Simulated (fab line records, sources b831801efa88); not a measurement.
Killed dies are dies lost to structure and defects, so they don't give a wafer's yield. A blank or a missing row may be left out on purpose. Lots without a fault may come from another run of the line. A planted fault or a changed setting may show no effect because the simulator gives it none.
Split-lot experiment | flow sfq_line | 5 lots, 23 wafers read, on a route of 325 steps

THE SPLIT
At SFQ_TRILAYER_C5_BARC_OPEN_VIA_ETCH_210 (etches BARC in O2, target depth 125 nm, time 41.7 s), the setting time_s was moved away from the recipe's 41.7 s on 6 of the 23 wafers read, by -14.9% to +14.4%. The other wafers ran this setting at the recipe's value.

The file shows no step between the split and the reading.

THE READING
KrF_of_TRILAYER_C5_LITHO_COAT_151.thk_nm (the simulator's own value, which no gauge read), in nm, at SFQ_TRILAYER_C5_ETCH_VIA_ETCH_154 (etches SiO2 in CHF3, stops on Nb, target depth 84 nm). The file gives no usual value for it. The 17 wafers here that ran the recipe average 573.4 nm, standard deviation 1.5 nm.

wafer  | tool, chamber at the split | time_s as run, s | against the recipe | KrF_of_TRILAYER_C5_LITHO_COAT_151.thk_nm, nm | against lot-mates on the recipe
L074.1 | rie_diel-02, 0             | 41.7             | recipe             | 572.6                                        | -
L074.3 | rie_diel-02, 3             | 41.7             | recipe             | 573.2                                        | -
L074.4 | rie_diel-02, 2             | 41.7             | recipe             | 570.5                                        | -
L077.1 | rie_diel-01, 1             | 41.7             | recipe             | 572.5                                        | -
L077.2 | rie_diel-01, 2             | 47.7             | +14.4%             | 566.6                                        | -5.9
L077.3 | rie_diel-01, 0             | 41.7             | recipe             | 573.2                                        | -
L077.5 | rie_diel-01, 1             | 41.7             | recipe             | 571.8                                        | -
L077.6 | rie_diel-01, 2             | 47.7             | +14.4%             | 566.8                                        | -5.7
L079.1 | rie_diel-01, 2             | 41.7             | recipe             | 574.5                                        | -
L079.2 | rie_diel-01, 0             | 35.49            | -14.9%             | 580.9                                        | +7.5
L079.4 | rie_diel-01, 3             | 41.7             | recipe             | 573.3                                        | -
L079.5 | rie_diel-01, 0             | 41.7             | recipe             | 572.4                                        | -
L079.6 | rie_diel-01, 1             | 35.49            | -14.9%             | 579.4                                        | +6.0
L080.1 | rie_diel-01, 1             | 41.7             | recipe             | 577.5                                        | -
L080.2 | rie_diel-01, 0             | 45.53            | +9.2%              | 570                                          | -5.5
L080.4 | rie_diel-01, 3             | 41.7             | recipe             | 574.5                                        | -
L080.5 | rie_diel-01, 3             | 45.53            | +9.2%              | 568.3                                        | -7.2
L080.6 | rie_diel-01, 2             | 41.7             | recipe             | 574.6                                        | -
L083.1 | rie_diel-01, 3             | 41.7             | recipe             | 572.5                                        | -
L083.2 | rie_diel-01, 1             | 41.7             | recipe             | 573.2                                        | -
L083.3 | rie_diel-01, 2,0           | 41.7             | recipe             | 573.7                                        | -
L083.4 | rie_diel-01, 2,0           | 41.7             | recipe             | 573.4                                        | -
L083.6 | rie_diel-01, 2             | 41.7             | recipe             | 574.9                                        | -
Where a row lists several chambers, the file gives one row for several wafers and doesn't say which wafer went through which chamber.

THE FIT
A straight line over all 23 wafers: KrF_of_TRILAYER_C5_LITHO_COAT_151.thk_nm changes by -0.46 nm for each +1% of time_s; r = -0.92; the points scatter about the line by 1.4 nm.
The same after taking each lot's own level away (the mean of its wafers on the recipe; 23 wafers): -0.471 nm for each +1%; r = -0.94; scatter 1.2 nm.
On that fit, the largest move of time_s shifts the reading by 7 nm.
The lots' own levels span 572.10 to 575.53 nm, that is 2.3 times the standard deviation above.
So the lot-to-lot level changes the slope little: the two slopes agree.
Check: with one of the wafers moved furthest among these (-14.9%) left out of the fit, the line predicts +6.65 nm for it against its lot-mates. It came out at +7.5 nm against them.

OTHER SPLITS ON THESE WAFERS
These wafers also went through other splits before the reading. Each is held against what the fit with the lots' levels taken away leaves over:
other split on the same wafers                    | wafers away from the commonest value | r with KrF_of_TRILAYER_C5_LITHO_COAT_151.thk_nm (lot level and that fit taken away)
SFQ_TRILAYER_I2_VIA_BARC_OPEN_VIA_ETCH_096 time_s | 4                                    | +0.00
SFQ_TRILAYER_M3_ETCH_METAL_ETCH_078 time_s        | 9                                    | -0.02
SFQ_TRILAYER_M4_LITHO_COAT_093 resist_thk_nm      | 9                                    | -0.21
SFQ_TRILAYER_I4_CMP_CMP_100 down_force_psi        | 7                                    | -0.03
SFQ_TRILAYER_JJ_TRILAYER_DEP_SPUTTER_110 power_w  | 8                                    | +0.33
SFQ_TRILAYER_JJ_CE_LITHO_PEB_117 peb_temp_c       | 4                                    | +0.00
SFQ_TRILAYER_A5B_DEP_PECVD_129 time_s             | 7                                    | +0.12
SFQ_TRILAYER_R5_DEP_SPUTTER_132 power_w           | 9                                    | +0.06
SFQ_TRILAYER_I5_LITHO_COAT_144 spin_rpm           | 8                                    | +0.05

THE WHOLE CHAIN: every reading that the file lists as answering this split, in the file's order
step                                   | what it does                                         | reading                                                                                   | change (the file's fit)               | r (the file's)
SFQ_TRILAYER_C5_BARC_OPEN_VIA_ETCH_210 | etches BARC in O2, target depth 125 nm, time 41.7 s  | KrF_of_TRILAYER_C5_LITHO_COAT_151.thk_nm (the simulator's own value, which no gauge read) | -0.479 nm for each +1% of the setting | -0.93
SFQ_TRILAYER_C5_ETCH_VIA_ETCH_154      | etches SiO2 in CHF3, stops on Nb, target depth 84 nm | KrF_of_TRILAYER_C5_LITHO_COAT_151.thk_nm (the simulator's own value, which no gauge read) | -0.474 nm for each +1% of the setting | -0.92

THE FILE'S OWN FIT
KrF_of_TRILAYER_C5_LITHO_COAT_151.thk_nm changes by -0.474 nm for each +1% of time_s, r = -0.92.
